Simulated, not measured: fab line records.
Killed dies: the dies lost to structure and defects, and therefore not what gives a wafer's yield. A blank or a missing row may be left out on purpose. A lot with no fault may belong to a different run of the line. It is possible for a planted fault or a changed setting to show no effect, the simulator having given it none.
fab line records ; flow sky130
[record] lots = 6; wafers = 18; lastDay = 50
route steps=708 shown VIA1@462 PAD_OPEN@708
lots with no fault: from the same line, run without faults
startH: hours from the record's first day to the start of the lot's first wafer shown ; waitH: hours elapsed since this lot's preceding step ; " repeats the value in the row above ; L1.1+2: several wafers, shown together as one row ; - no value, or no start was given ; * or withheld: withheld ; < > ~ a bound
route shown NAME@n: names a module that has steps shown in the file, with the first one's number in the route ; usual: average and standard deviation across the fault-free wafers ; same: alike in all rows ; chamber/n: place in a boat ; sites: the reading at each site ; _std_site: standard deviation across them ; _edge_site: inner sites' mean taken away from outer sites' mean ; radiusMm: for every site, how far away it sits from the centre of the wafer ; mask NAME#n: copy n ; behind: tool/chamber where the wafer was last shaped ; hold: what put the lot on hold/how long, in hours/how the hold closed ; device: which transistor (n, p or np) failed to switch ; end of line: tests of these same wafers at the route's end ; a step without rows: its recipe alone ; killed: count of dies lost to structure and defects at first sort (not the wafer's yield) ; map: dies across one wafer; x = killed, . = not, _ = none there
set.NAME: the run value of the setting; set.NAME@STEP: its run value at that earlier step ; model.NAME: the simulator's own value behind a step, which no gauge read
lots at selected steps of the route; one table per step, one row per wafer
services: the hour from which a tool's chamber was out of use, counted from the record's first day as startH (under 0 if before that day), plus the number of hours and why
[[steps]]
[step SKY_VIA1_DEHYDRATE_04]
[recipe] tempC = 200; timeS = 60
[step SKY_VIA1_HMDS_05]
[recipe] primeTimeS = 60; primeTempC = 120
[step SKY_VIA1_COAT_06]
[recipe] resist = BARC; tempC = withheld; timeS = withheld; spinRpm = 3000; resistThkNm = 60
[step SKY_VIA1_COAT_07]
[recipe] resist = KrF-thick; spinRpm = 3000; resistThkNm = 450
[step SKY_VIA1_SOFTBAKE_08]
[recipe] tempC = 100; timeS = 90; resist = KrF-thick
[step SKY_VIA1_EXPOSE_09]
[recipe] maskId = VIM; na = 0.8; sourceShape = annular; sigmaInner = 0.55; sigmaOuter = 0.85; targetCdNm = 150; doseMj = 38
[step SKY_VIA1_PEB_10]
[recipe] pebTempC = withheld; pebTimeS = withheld; resist = KrF-thick
[step SKY_VIA1_DEVELOP_11]
[recipe] developTimeS = 60; resist = KrF-thick; devTempC = 21
[step SKY_VIA1_CD_MEAS_12]
[recipe] targetCdNm = 150
[usual] cdNm = 150.2/1.5
lot.wafer;tool;chamber;startH;waitH;cdNm
L536.2;cdSem-02;-;808.39;-;150.0
L536.3;cdSem-02;-;808.39;-;148.0
L536.6;cdSem-02;-;808.39;-;149.6
L544.1;cdSem-01;-;858.47;-;149.3
L544.3;cdSem-01;-;858.47;-;148.7
L544.5;cdSem-01;-;858.47;-;149.9
L552.3;cdSem-01;-;917.88;-;150.2
L552.4;cdSem-01;-;917.88;-;151.5
L552.5;cdSem-01;-;917.88;-;149.7
L555.2;cdSem-01;-;943.05;-;152.9
L555.4;cdSem-01;-;943.05;-;152.2
L555.5;cdSem-01;-;943.05;-;152.5
L559.2;cdSem-01;-;969.61;-;152.2
L559.4;cdSem-01;-;969.61;-;151.4
L559.5;cdSem-01;-;969.61;-;150.8
L558.1;cdSem-02;-;973.27;-;150.2
L558.2;cdSem-02;-;973.27;-;151.5
L558.3;cdSem-02;-;973.27;-;150.9
[step SKY_VIA1_OVL_MEAS_13]
[usual] VIA1_OVL = 6/4.5
lot.wafer;tool;chamber;startH;waitH;VIA1_OVL[nm]
L536.2;overlay-02;-;808.50;0.1;5
L536.3;overlay-02;-;808.50;0.1;5
L536.6;overlay-02;-;808.50;0.1;3
L544.1;overlay-01;-;858.59;0.1;5
L544.3;overlay-01;-;858.59;0.1;10
L544.5;overlay-01;-;858.59;0.1;12
L552.3;overlay-02;-;917.97;0.1;12
L552.4;overlay-02;-;917.97;0.1;5
L552.5;overlay-02;-;917.97;0.1;15
L555.2;overlay-01;-;943.15;0.1;4
L555.4;overlay-01;-;943.15;0.1;5
L555.5;overlay-01;-;943.15;0.1;3
L559.2;overlay-02;-;969.72;0.1;3
L559.4;overlay-02;-;969.72;0.1;11
L559.5;overlay-02;-;969.72;0.1;2
L558.1;overlay-02;-;973.39;0.1;11
L558.2;overlay-02;-;973.39;0.1;6
L558.3;overlay-02;-;973.39;0.1;8
[step SKY_VIA1_ETCH_14]
[recipe] chemistry = N2/H2; target = BARC; ionEnergyEv = 200; sourceW = 500; biasW = 100; pressureMtorr = 30; n2FlowSccm = 100; h2FlowSccm = 200; stopOn = SiO2; timeS = 45.9; targetDepthA = 600
[usual] drypumpMotorCurrentA = 5.5/0.48; h2FlowSccm = 199.9/0.58; oesProductAu = 0.855/0.0051; throttleValvePct = 13.224/0.0086
[same] timeS = 45.9
lot.wafer;tool;chamber;startH;waitH;drypumpMotorCurrentA;h2FlowSccm;oesProductAu;rfHoursCounterH;throttleValvePct
L536.2;rieDiel-04;1;808.53;0.0;5.3;200.2;0.853;10;13.214
L536.3;rieDiel-04;0;808.53;0.0;5.3;199.3;0.864;8;13.210
L536.6;rieDiel-04;3;808.53;0.0;4.7;200.1;0.854;-;13.225
L544.1;rieDiel-04;3;858.63;0.0;4.7;200.2;0.859;8;13.226
L544.3;rieDiel-04;1;858.63;0.0;5.3;199.6;0.850;12;13.214
L544.5;rieDiel-04;3;858.63;0.0;4.7;200.6;0.847;-;13.218
L552.3;rieDiel-01;1;918.00;0.0;6.4;199.6;0.849;20;13.216
L552.4;rieDiel-01;2;918.00;0.0;5.4;199.4;0.856;10;13.220
L552.5;rieDiel-01;2;918.00;0.0;5.3;199.1;0.854;-;13.225
L555.2;rieDiel-03;0;943.18;0.0;5.9;199.4;0.856;24;13.205
L555.4;rieDiel-03;2;943.18;0.0;5.4;199.9;0.856;19;13.227
L555.5;rieDiel-03;0;943.18;0.0;5.9;199.7;0.852;-;13.229
L559.2;rieDiel-04;0;969.75;0.0;5.2;199.4;0.854;12;13.218
L559.4;rieDiel-04;3;969.75;0.0;4.7;200.9;0.852;11;13.231
L559.5;rieDiel-04;3;969.75;0.0;4.7;200.4;0.855;-;13.232
L558.1;rieDiel-04;3;973.43;0.0;4.7;200.7;0.863;11;13.223
L558.2;rieDiel-04;0;973.43;0.0;5.3;200.4;0.852;13;13.228
L558.3;rieDiel-04;1;973.43;0.0;5.3;199.8;0.854;14;13.210
[step SKY_VIA1_ETCH_15]
[recipe] target = SiO2; chemistry = C4F8/O2/Ar; targetDepthNm = 351; stopOn = TiN; maskMaterial = KrF-thick; sourceW = 1500; biasW = 1200; pressureMtorr = 40; c4f8FlowSccm = withheld; O2_flow_sccm = 6; Ar_flow_sccm = 300; timeS = 54
[usual] oesProductAu = 0.980/0.0065
[same] timeS = 54
lot.wafer;tool;chamber;startH;waitH;oesProductAu;rfHoursCounterH
L536.2;rieDiel-04;1;808.57;0.0;0.981;10
L536.3;rieDiel-04;0;808.57;0.0;0.981;8
L536.6;rieDiel-04;3;808.57;0.0;0.979;-
L544.1;rieDiel-04;3;858.67;0.0;0.978;8
L544.3;rieDiel-04;1;858.67;0.0;0.978;12
L544.5;rieDiel-04;3;858.67;0.0;0.994;-
L552.3;rieDiel-01;1;918.04;0.0;0.991;20
L552.4;rieDiel-01;2;918.04;0.0;0.983;10
L552.5;rieDiel-01;2;918.04;0.0;0.989;-
L555.2;rieDiel-03;0;943.22;0.0;0.977;25
L555.4;rieDiel-03;2;943.22;0.0;0.972;19
L555.5;rieDiel-03;0;943.22;0.0;0.977;-
L559.2;rieDiel-04;0;969.79;0.0;0.985;12
L559.4;rieDiel-04;3;969.79;0.0;0.991;11
L559.5;rieDiel-04;3;969.79;0.0;0.990;-
L558.1;rieDiel-04;3;973.47;0.0;0.981;11
L558.2;rieDiel-04;0;973.47;0.0;0.976;13
L558.3;rieDiel-04;1;973.47;0.0;0.980;14
[step SKY_VIA1_STRIP_16]
[recipe] chemistry = O2/N2; powerW = 1400; pressureMtorr = 1500; platenTempC = withheld; o2FlowSccm = 3000; n2FlowSccm = 300; overashFraction = 0.5
[usual] drypumpMotorCurrentA = 5.9/0.52; o2FlowSccm = 2999/9.3; oesProductAu = 0.416/0.0046; stripTimeToEndpointS = 4.462/0.027
lot.wafer;tool;chamber;startH;waitH;drypumpMotorCurrentA;o2FlowSccm;oesProductAu;rfHoursCounterH;stripTimeToEndpointS
L536.2;plasmaAsher-02;1;808.62;0.0;6.1;2990;0.413;98;4.467
L536.3;plasmaAsher-02;0;808.62;0.0;4.9;3011;0.416;-;4.469
L536.6;plasmaAsher-02;0;808.62;0.0;4.9;3003;0.406;-;4.454
L544.1;plasmaAsher-04;1;858.72;0.0;5.8;3007;0.420;11;4.458
L544.3;plasmaAsher-04;1;858.72;0.0;5.8;3005;0.423;-;4.457
L544.5;plasmaAsher-04;0;858.72;0.0;6.6;3021;0.421;-;4.434
L552.3;plasmaAsher-02;1;918.12;0.1;6.0;2402;0.413;-;4.517
L552.4;plasmaAsher-02;0;918.12;0.1;5.0;2396;0.405;-;4.473
L552.5;plasmaAsher-02;1;918.12;0.1;6.1;2409;0.413;-;4.494
L555.2;plasmaAsher-02;1;943.27;0.0;6.0;2389;0.421;111;4.570
L555.4;plasmaAsher-02;1;943.27;0.0;6.1;2388;0.414;-;4.578
L555.5;plasmaAsher-02;1;943.27;0.0;6.1;2388;0.414;-;4.587
L559.2;plasmaAsher-04;1;969.83;0.0;5.8;2983;0.414;22;4.449
L559.4;plasmaAsher-04;1;969.83;0.0;5.8;2989;0.417;-;4.441
L559.5;plasmaAsher-04;1;969.83;0.0;5.8;2997;0.418;-;4.435
L558.1;plasmaAsher-04;1;973.52;0.0;5.8;2993;0.415;23;4.428
L558.2;plasmaAsher-04;0;973.52;0.0;6.6;2999;0.420;23;4.444
L558.3;plasmaAsher-04;0;973.52;0.0;6.6;2986;0.415;-;4.461
[step SKY_VIA1_STRIP_17]
[recipe] chemistry = postEtchResidueRemover; timeS = 1200; tempC = 72.5
[step SKY_PAD_OPEN_PROBE_99]
[usual] defectLimitedYield = 82.5/2; killed_at_M0_to_M3 = 44/7.4; killed_at_M4_up = 3.0/1.8; killedAtContacts = 24/5.1; killedAtFrontEnd = 15/4.3; killedAtOther = 0.3/0.54; killedDies = 86/9.9; killedOpen = 47/7.1; killedShort = 38/6.7; sort_bin_3_pad_short = 0.8/0.39; sort_bin_5_function = 10.4/1.5; sort_bin_6_memory = 6.2/1.2; sortNPass = 406/9.9; sortYieldPct = 82.5/2
[same] grossDies = 492; killedAtBackSide = 0; sort_bin_4_leakage[%] = 0; sort_bin_8_speed[%] = 0
lot.wafer;tool;chamber;startH;waitH;defectLimitedYield[%];killed_at_M0_to_M3;killed_at_M4_up;killedAtContacts;killedAtFrontEnd;killedAtOther;killedDies;killedOpen;killedShort;sort_bin_3_pad_short[%];sort_bin_5_function[%];sort_bin_6_memory[%];sortNPass;sortYieldPct[%]
L536.2;prober-02;-;1090.64;0.1;83.7;35;5;22;18;0;80;42;38;0.6;9.6;6.1;412;83.7
L536.3;prober-02;-;1090.69;0.2;83.1;40;5;23;15;0;83;41;42;1.4;9.8;5.7;409;83.1
L536.6;prober-02;-;1090.84;0.2;86.2;37;1;12;18;0;68;38;30;1.2;7.9;4.7;424;86.2
L544.1;prober-01;-;1132.15;0.1;83.5;40;2;26;12;1;81;42;39;1.4;8.3;6.7;411;83.5
L544.3;prober-01;-;1132.25;0.2;83.7;34;5;25;16;0;80;40;40;0.6;11.4;4.3;412;83.7
L544.5;prober-01;-;1132.35;0.2;82.3;42;3;31;11;0;87;49;38;0.6;10.6;6.5;405;82.3
L552.3;prober-02;-;1173.04;0.2;84.6;42;3;15;16;0;76;48;28;0.6;10.2;4.7;416;84.6
L552.4;prober-02;-;1173.09;0.2;80.7;51;5;22;17;0;95;51;44;1.0;11.6;6.7;397;80.7
L552.5;prober-02;-;1173.14;0.2;78.3;49;4;30;23;1;107;52;54;1.6;14.2;5.9;385;78.3
L555.2;prober-01;-;1191.09;0.1;81.9;53;1;17;18;0;89;35;54;1.8;11.8;4.5;403;81.9
L555.4;prober-01;-;1191.19;0.2;79.3;66;1;17;18;0;102;52;50;0.8;12.4;7.5;390;79.3
L555.5;prober-01;-;1191.24;0.2;82.5;45;3;25;13;0;86;44;42;0.2;9.6;7.7;406;82.5
L559.2;prober-02;-;1208.69;0.1;84.1;32;7;19;20;0;78;45;33;0.6;10.6;4.7;414;84.1
L559.4;prober-02;-;1208.79;0.2;79.1;53;3;31;16;0;103;67;36;0.6;11.0;9.3;389;79.1
L559.5;prober-02;-;1208.84;0.2;81.3;48;0;25;19;0;92;43;49;1.6;10.0;7.1;400;81.3
L558.1;prober-02;-;1211.64;0.1;81.3;55;1;26;10;0;92;52;40;1.0;11.6;6.1;400;81.3
L558.2;prober-02;-;1211.69;0.1;82.9;51;4;15;13;1;84;55;29;1.2;10.0;5.9;408;82.9
L558.3;prober-02;-;1211.74;0.2;81.9;44;5;26;14;0;89;47;42;0.8;11.0;6.3;403;81.9
// killed by level:class
L536.2 CONTACT:geometricParticle:open=11 VIA1:geometricParticle:open=7 CONTACT:geometricParticle:short=6 FIELD_ISO:geometricParticle:short=5 VIA1:geometricParticle:short=5 METAL2:geometricParticle:short=5 VIA2:geometricParticle:open=5 POLY_GATE:geometricParticle:open=4
L536.3 VIA1:geometricParticle:open=11 CONTACT:geometricParticle:open=9 VIA2:geometricParticle:open=6 VIA1:geometricParticle:short=6 POLY_GATE:geometricParticle:short=5 LOCAL_INTERCONNECT:geometricParticle:short=5 METAL4:geometricParticle:short=5 METAL1:geometricParticle:short=4
L536.6 VIA1:geometricParticle:open=9 VIA2:geometricParticle:open=7 LI_CONTACT:geometricParticle:open=6 FIELD_ISO:geometricParticle:open=5 FIELD_ISO:geometricParticle:short=5 METAL1:geometricParticle:short=4 VIA1:geometricParticle:short=4 VIA2:geometricParticle:short=4
L544.1 CONTACT:geometricParticle:short=9 CONTACT:geometricParticle:open=9 METAL2:geometricParticle:short=7 VIA2:geometricParticle:open=7 VIA1:geometricParticle:open=5 METAL1:geometricParticle:short=4 VIA1:geometricParticle:short=4 VIA3:geometricParticle:open=4
L544.3 CONTACT:geometricParticle:open=9 VIA1:geometricParticle:open=8 LI_CONTACT:geometricParticle:open=7 METAL1:geometricParticle:short=5 VIA1:geometricParticle:short=5 METAL4:geometricParticle:short=5 FIELD_ISO:geometricParticle:short=4 LOCAL_INTERCONNECT:geometricParticle:short=4
L544.5 CONTACT:geometricParticle:open=9 CONTACT:geometricParticle:short=8 VIA1:geometricParticle:open=7 VIA2:geometricParticle:open=7 METAL1:geometricParticle:short=6 VIA3:geometricParticle:open=6 METAL2:geometricParticle:short=5 POLY_GATE:geometricParticle:open=4
L552.3 VIA3:geometricParticle:open=9 VIA1:geometricParticle:open=8 CONTACT:geometricParticle:open=7 LI_CONTACT:geometricParticle:open=6 VIA2:geometricParticle:open=6 POLY_GATE:geometricParticle:short=5 FIELD_ISO:geometricParticle:open=4 VIA2:geometricParticle:short=4
L552.4 VIA3:geometricParticle:open=13 VIA1:geometricParticle:open=9 METAL2:geometricParticle:short=9 FIELD_ISO:geometricParticle:open=7 CONTACT:geometricParticle:open=6 VIA1:geometricParticle:short=5 LI_CONTACT:geometricParticle:open=5 POLY_GATE:geometricParticle:short=4
L552.5 METAL1:geometricParticle:short=11 CONTACT:geometricParticle:open=9 LI_CONTACT:geometricParticle:open=9 VIA1:geometricParticle:open=9 CONTACT:geometricParticle:short=8 FIELD_ISO:geometricParticle:short=7 FIELD_ISO:geometricParticle:open=7 METAL2:geometricParticle:short=5
L555.2 METAL2:geometricParticle:short=10 METAL1:geometricParticle:short=8 POLY_GATE:geometricParticle:short=6 CONTACT:geometricParticle:open=6 VIA1:geometricParticle:short=6 VIA1:geometricParticle:open=6 VIA2:geometricParticle:open=6 VIA3:geometricParticle:open=6
L555.4 VIA1:geometricParticle:open=18 VIA3:geometricParticle:open=10 VIA1:geometricParticle:short=8 METAL2:geometricParticle:short=8 LI_CONTACT:geometricParticle:open=6 METAL1:geometricParticle:short=6 POLY_GATE:geometricParticle:short=5 CONTACT:geometricParticle:open=5
L555.5 CONTACT:geometricParticle:open=9 METAL1:geometricParticle:short=8 VIA1:geometricParticle:short=7 VIA1:geometricParticle:open=7 METAL2:geometricParticle:short=7 VIA3:geometricParticle:open=7 LI_CONTACT:geometricParticle:open=6 LOCAL_INTERCONNECT:geometricParticle:short=6
L559.2 VIA1:geometricParticle:open=10 CONTACT:geometricParticle:open=8 FIELD_ISO:geometricParticle:open=7 VIA2:geometricParticle:open=6 METAL4:geometricParticle:short=6 LI_CONTACT:geometricParticle:open=5 FIELD_ISO:geometricParticle:short=4 SPACER:geometricParticle:short=4
L559.4 VIA1:geometricParticle:open=23 CONTACT:geometricParticle:open=14 LI_CONTACT:geometricParticle:open=7 LOCAL_INTERCONNECT:geometricParticle:short=6 VIA1:geometricParticle:short=6 METAL1:geometricParticle:short=5 POLY_GATE:geometricParticle:open=4 SPACER:geometricParticle:short=4
L559.5 VIA1:geometricParticle:open=10 METAL2:geometricParticle:short=10 CONTACT:geometricParticle:short=7 CONTACT:geometricParticle:open=7 FIELD_ISO:geometricParticle:short=6 VIA3:geometricParticle:open=6 LOCAL_INTERCONNECT:geometricParticle:short=5 VIA1:geometricParticle:short=5
L558.1 VIA1:geometricParticle:open=12 CONTACT:geometricParticle:open=12 METAL2:geometricParticle:short=9 VIA1:geometricParticle:short=8 LI_CONTACT:geometricParticle:open=6 VIA3:geometricParticle:open=6 VIA2:geometricParticle:open=5 CONTACT:geometricParticle:short=4
L558.2 VIA3:geometricParticle:open=14 VIA1:geometricParticle:open=10 VIA2:geometricParticle:open=9 CONTACT:geometricParticle:open=6 FIELD_ISO:geometricParticle:short=4 POLY_GATE:geometricParticle:open=4 LI_CONTACT:geometricParticle:open=4 METAL3:geometricParticle:short=4
L558.3 VIA1:geometricParticle:open=14 CONTACT:geometricParticle:open=8 FIELD_ISO:geometricParticle:short=7 LI_CONTACT:geometricParticle:open=7 METAL1:geometricParticle:short=6 VIA3:geometricParticle:open=6 CONTACT:geometricParticle:short=5 METAL2:geometricParticle:open=5
[[services]]
tool;chamber;startH;hours;kind
rieDiel-04;0;788.57;5.8;repair
rieDiel-03;3;809.02;-;clean
rieDiel-03;3;809.02;30.7;scheduledDown
rieDiel-03;3;809.02;30.7;ventCycle
rieDiel-04;0;809.44;9.0;repair
rieDiel-04;1;818.68;4.9;repair
plasmaAsher-04;-;831.18;0.7;repair
rieDiel-03;-;842.47;14.6;pm
plasmaAsher-04;-;843.39;2.7;repair
plasmaAsher-02;-;874.67;2.9;repair
rieDiel-04;3;882.93;4.1;repair
rieDiel-03;1;899.67;6.2;repair
rieDiel-03;3;929.04;6.7;repair
rieDiel-01;0;943.39;15.2;repair
rieDiel-03;3;945.49;3.3;repair
rieDiel-03;-;952.53;2.8;pm
[[key]]
[firstSign] step = SKY_VIA1_STRIP_16; reading = o2FlowSccm; direction = down; sigmas = 65; usual = 2999; struck = 2396
[effect] step = SKY_VIA1_STRIP_16; reading = stripTimeToEndpointS; direction = up; sigmas = 2.7; usual = *; struck = *
metAt SKY_VIA1_STRIP_16
struckWafers L552.3,L552.4,L552.5,L555.2,L555.4,L555.5
onsetBetween 808.62 918.12
[fault] kind = processParameterDrift; tool = plasmaAsher-02; chamber = -; onsetH = 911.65; steps = SKY_VIA1_STRIP_16; channel = o2FlowSccm; offset = -600; shape = step; endH = 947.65; actsIn = theseRecipesOnly; stated = 3000
